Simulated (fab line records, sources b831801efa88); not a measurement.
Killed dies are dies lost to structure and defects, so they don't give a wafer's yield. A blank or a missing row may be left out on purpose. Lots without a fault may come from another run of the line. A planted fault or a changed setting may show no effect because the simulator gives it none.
A struck lot beside a sound one | flow gf180mcu | 16 steps out of a route of 602
Sound: wafers L845.2, L845.3, L845.6. Struck: wafers L859.2, L859.3, L859.5. The cause comes at the end.
At each step with rows: each side's tool, then ch and its chambers, then its first start. Under that, the readings that differ: sound wafers | struck wafers | difference of the means | sigmas: that difference in standard deviations of wafers without a fault.
alike: readings whose means differ by less than 2 such deviations, and words and numbers that are the same on both sides. not compared: withheld readings, readings that some wafer has no value for, bounds like >300 that may hide the same value, and numbers for which the record gives no deviation and whose values overlap.
The two part at a step that has a row with sigmas, a row that says differs or no value, or rows on one side only. Numbers that don't overlap but have no deviation are shown without sigmas and don't part them. A reading that every wafer of one side lacks parts them only if that side has two wafers or more.

first, 1 step without rows for these wafers: GF_HV_LDD_DEVELOP_06 (develop time 60 s).
GF_HV_LDD_CD_MEAS_07: target cd 400 nm.
  sound on cd_sem-01, day 10 13:55; struck on cd_sem-02, day 14 19:58
  alike: cd_nm
GF_HV_LDD_OVL_MEAS_08:
  sound on overlay-02, day 10 14:01; struck on overlay-01, day 14 20:05
  alike: HV_LDD_OVL
then, 1 step without rows for these wafers: GF_HV_LDD_IMPLANT_09.
GF_HV_LDD_STRIP_10: strips in O2/N2.
  sound on plasma_asher-01 ch 0,1, day 10 14:12; struck on plasma_asher-01 ch 1, day 14 20:16
  alike: drypump_motor_current_A, heater_power_w, n2_flow_sccm, o2_flow_sccm, oes_product_au, strip_time_to_endpoint_s
  not compared: rf_hours_counter_h
GF_HV_LDD_TW_MEAS_11:
  sound on film_metro-04, day 10 14:19; struck on film_metro-03, day 14 20:22
  reading   | sound          | struck         | difference | sigmas
  HV_LDD_TW | 2446 2456 2437 | 2410 2419 2417 | -31        | -3
then, 6 steps without rows for these wafers: GF_HV_LDD_DEHYDRATE_12 (time 60 s); GF_HV_LDD_HMDS_13 (prime time 60 s); GF_HV_LDD_COAT_14 (resist thk 1000 nm); GF_HV_LDD_SOFTBAKE_15 (time 60 s); GF_HV_LDD_EXPOSE_16 (exposes mask Pplus LV AREA, target cd 400 nm); GF_HV_LDD_PEB_17.
GF_HV_LDD_DEVELOP_18: develop time 60 s.
  sound on litho_track-04 ch 0, day 11 07:52; struck on litho_track-02 ch 0, day 15 17:28
  alike: developer_temp_C
GF_HV_LDD_CD_MEAS_19: target cd 400 nm.
  sound on cd_sem-01, day 11 08:01; struck on cd_sem-01, day 15 17:37
  reading    | sound             | struck            | difference | sigmas
  cd_nm (nm) | 397.5 398.0 399.6 | 291.2 293.0 291.9 | -106.3     | -51
GF_HV_LDD_OVL_MEAS_20:
  sound on overlay-01, day 11 08:07; struck on overlay-01, day 15 17:43
  alike: HV_LDD_01_OVL
-- the record jumps here: 18 days lie between the struck wafers' starts before and after (it left off in module HV_LDD and takes up again in module PASSIVATION, whose first step shown is number 602 of the route) --
GF_PASSIVATION_PROBE_99:
  the record has rows for the struck wafers here (prober-01, day 33 08:00) and none for the sound ones

WHERE THEY PART
First at GF_HV_LDD_TW_MEAS_11; last, within this record, at GF_PASSIVATION_PROBE_99.

WHY: what the simulator had put in
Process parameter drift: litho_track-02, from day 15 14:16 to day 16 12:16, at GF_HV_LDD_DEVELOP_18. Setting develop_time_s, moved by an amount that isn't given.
